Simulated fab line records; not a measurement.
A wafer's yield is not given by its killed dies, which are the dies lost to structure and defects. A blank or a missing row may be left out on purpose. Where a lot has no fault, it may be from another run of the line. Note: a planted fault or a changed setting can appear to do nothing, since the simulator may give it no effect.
Which tool is to blame?	flow sfqLine	Sampling: 13 lots, 39 wafers, 4 of 325 route steps

## WHAT THE GAUGES SHOWED, per wafer
SFQ_I7_BOW_MEAS_946. Usual: I7_BOW typically reads 9 um, with standard deviation 8.
lot	measured	on	I7_BOW (um)	flag
L504	day 76 21:25	filmMetro-01	-14 -5 -6	
L505	day 77 06:32	filmMetro-01	13 7 8	
L506	day 77 18:53	filmMetro-03	5 6 1	
L507	day 77 21:25	filmMetro-04	1 6 7	
L511	day 78 09:51	filmMetro-01	16 6 10	
L512	day 78 12:22	filmMetro-03	8 11 11	
L514	day 78 15:51	filmMetro-03	6 3 10	
L515	day 78 21:53	filmMetro-04	11 9 6 - - -	
L517	day 82 05:22	filmMetro-01	13 13 12	
L524	day 87 05:23	filmMetro-01	18 11 18	
L525	day 87 13:06	filmMetro-03	7 14 18	
L526	day 87 15:35	filmMetro-01	13 -7 8	
L527	day 88 18:10	filmMetro-03	7 20 3	

## EACH LOT AND THE TOOL THAT RAN IT (in order: tool; ch and the chambers of the sampled wafers; start)
lot	SFQ_TRILAYER_A5B_CMP_CMP_130	SFQ_TRILAYER_M7_STRIP_STRIP_181	SFQ_TRILAYER_I7_CMP_CMP_184
L504	cmp-01 ch 1,2, day 60 06:14	rieMetal-01 ch 0, day 76 16:58	cmp-02 ch 1,2, day 76 18:25
L505	cmp-01 ch 0,2, day 60 15:14	rieMetal-01 ch 0, day 76 22:46	cmp-01 ch 1,3, day 77 03:32
L506	cmp-01 ch 2,3, day 60 18:14	rieMetal-01 ch 0, day 77 02:46	cmp-01 ch 0,1,2, day 77 17:21
L507	cmp-02 ch 0,2, day 60 20:01	rieMetal-02 ch 0,1, day 77 03:35	cmp-02 ch 0,1,3, day 77 18:52
L511	cmp-01 ch 0,2,3, day 65 16:43	rieMetal-02 ch 0,1, day 77 15:23	cmp-01 ch 1,2, day 78 06:51
L512	cmp-02 ch 0,2,3, day 65 18:37	rieMetal-01 ch 0,1, day 77 16:35	cmp-02 ch 0,1, day 78 09:22
L514	cmp-01 ch 1,2,3, day 66 04:43	rieMetal-02 ch 0,1, day 77 21:19	cmp-01 ch 0,3, day 78 13:21
L515	cmp-02 ch 0,1,3, day 66 07:21	rieMetal-01 ch 0,1, day 78 03:38	cmp-01 ch 0,1, day 78 18:51
L517	cmp-02 ch 0,1,2, day 66 12:51	rieMetal-01 ch 0,1, day 82 01:31	cmp-02 ch 1,2,3, day 82 02:22
L524	cmp-02 ch 2,3, day 70 10:49	rieMetal-03 ch 0,1, day 87 00:50	cmp-02 ch 0,1, day 87 02:53
L525	cmp-01 ch 0,2,3, day 70 22:48	rieMetal-03 ch 0,1, day 87 09:14	cmp-01 ch 0,1, day 87 10:35
L526	cmp-02 ch 0,1,2, day 71 00:59	rieMetal-03 ch 0,1, day 87 11:44	cmp-02 ch 1,2,3, day 87 12:35
L527	cmp-01 ch 0,2, day 75 11:10	rieMetal-01 ch 0,1, day 88 12:56	cmp-02 ch 0,2, day 88 15:10
- SFQ_TRILAYER_A5B_CMP_CMP_130: polishes, stops on Nb, target thk 340.7 nm.
- SFQ_TRILAYER_M7_STRIP_STRIP_181: strips in O2.
- SFQ_TRILAYER_I7_CMP_CMP_184: polishes SiO2.

## AS READ BY THE TOOLS THEMSELVES (means over the sampled wafers that have a number; for cases with no such wafer, the mark the record gives instead)
SFQ_TRILAYER_A5B_CMP_CMP_130. Usual: motorCurrentA 10.1 A, standard deviation 1; retainingRingPressureFrac 1.001, standard deviation 0.005.
lot	tool	motorCurrentA (A)	retainingRingPressureFrac	flag
L504	cmp-01	9.1	1.001	
L505	cmp-01	10.4	0.998	
L506	cmp-01	10.3	1.001	
L507	cmp-02	10.1	1.002	
L511	cmp-01	11.1	1.006	
L512	cmp-02	9.8	1.002	
L514	cmp-01	10.1	1.001	
L515	cmp-02	9.4	0.999	
L517	cmp-02	10.1	0.998	
L524	cmp-02	10.2	1.002	
L525	cmp-01	10.8	1.003	
L526	cmp-02	10.0	1.001	
L527	cmp-01	10.9	1.006	

SFQ_TRILAYER_M7_STRIP_STRIP_181. Usual: drypumpMotorCurrentA 5.7 A, standard deviation 0.32; oesProductAu 1.003 a.u., standard deviation 0.0088.
lot	tool	drypumpMotorCurrentA (A)	oesProductAu (a.u.)	flag
L504	rieMetal-01	5.6	0.996	
L505	rieMetal-01	5.6	0.996	
L506	rieMetal-01	5.6	0.997	
L507	rieMetal-02	5.6	1.008	
L511	rieMetal-02	5.5	1.008	
L512	rieMetal-01	5.6	1.004	
L514	rieMetal-02	5.5	1.008	
L515	rieMetal-01	5.6	1.004	
L517	rieMetal-01	5.6	1.003	
L524	rieMetal-03	6.1	0.995	
L525	rieMetal-03	6.2	0.999	
L526	rieMetal-03	6.2	1.013	
L527	rieMetal-01	5.6	0.998	

SFQ_TRILAYER_I7_CMP_CMP_184. Usual: motorCurrentA 10.1 A, standard deviation 1; retainingRingPressureFrac 1.000, standard deviation 0.0046; timeToEndpointS 215 s, standard deviation 7.1.
lot	tool	motorCurrentA (A)	retainingRingPressureFrac	timeToEndpointS (s)	flag
L504	cmp-02	10.5	1.000	220	
L505	cmp-01	10.6	1.000	215	
L506	cmp-01	9.8	1.004	212	
L507	cmp-02	9.7	1.001	223	
L511	cmp-01	8.9	0.996	213	
L512	cmp-02	10.1	0.997	206	
L514	cmp-01	11.3	0.999	213	
L515	cmp-01	10.5	0.999	212	
L517	cmp-02	10.0	0.999	203	
L524	cmp-02	9.6	1.003	217	
L525	cmp-01	10.5	0.995	216	
L526	cmp-02	10.0	1.001	222	
L527	cmp-02	10.0	0.997	223	

## THE ANSWER, worked out from the rows above alone
Rule: lot off if the mean of its wafers having a number is beyond 3 standard deviations from the usual mean. A lot without any number at a reading at which 4 lots or more have one is off too. Where the step has rows for the other lots, those lots are counted as sound. After the gauges, taken in route order, come the tools' own readings; for these a lot's mean is taken, as printed above. The first step at which some lot is off is used, and at that step the reading that is off furthest; a lot without a number counts as furthest.
Nothing can be told from this: no lot is off at any reading shown.

## WHAT THE SIMULATOR HAD INSERTED
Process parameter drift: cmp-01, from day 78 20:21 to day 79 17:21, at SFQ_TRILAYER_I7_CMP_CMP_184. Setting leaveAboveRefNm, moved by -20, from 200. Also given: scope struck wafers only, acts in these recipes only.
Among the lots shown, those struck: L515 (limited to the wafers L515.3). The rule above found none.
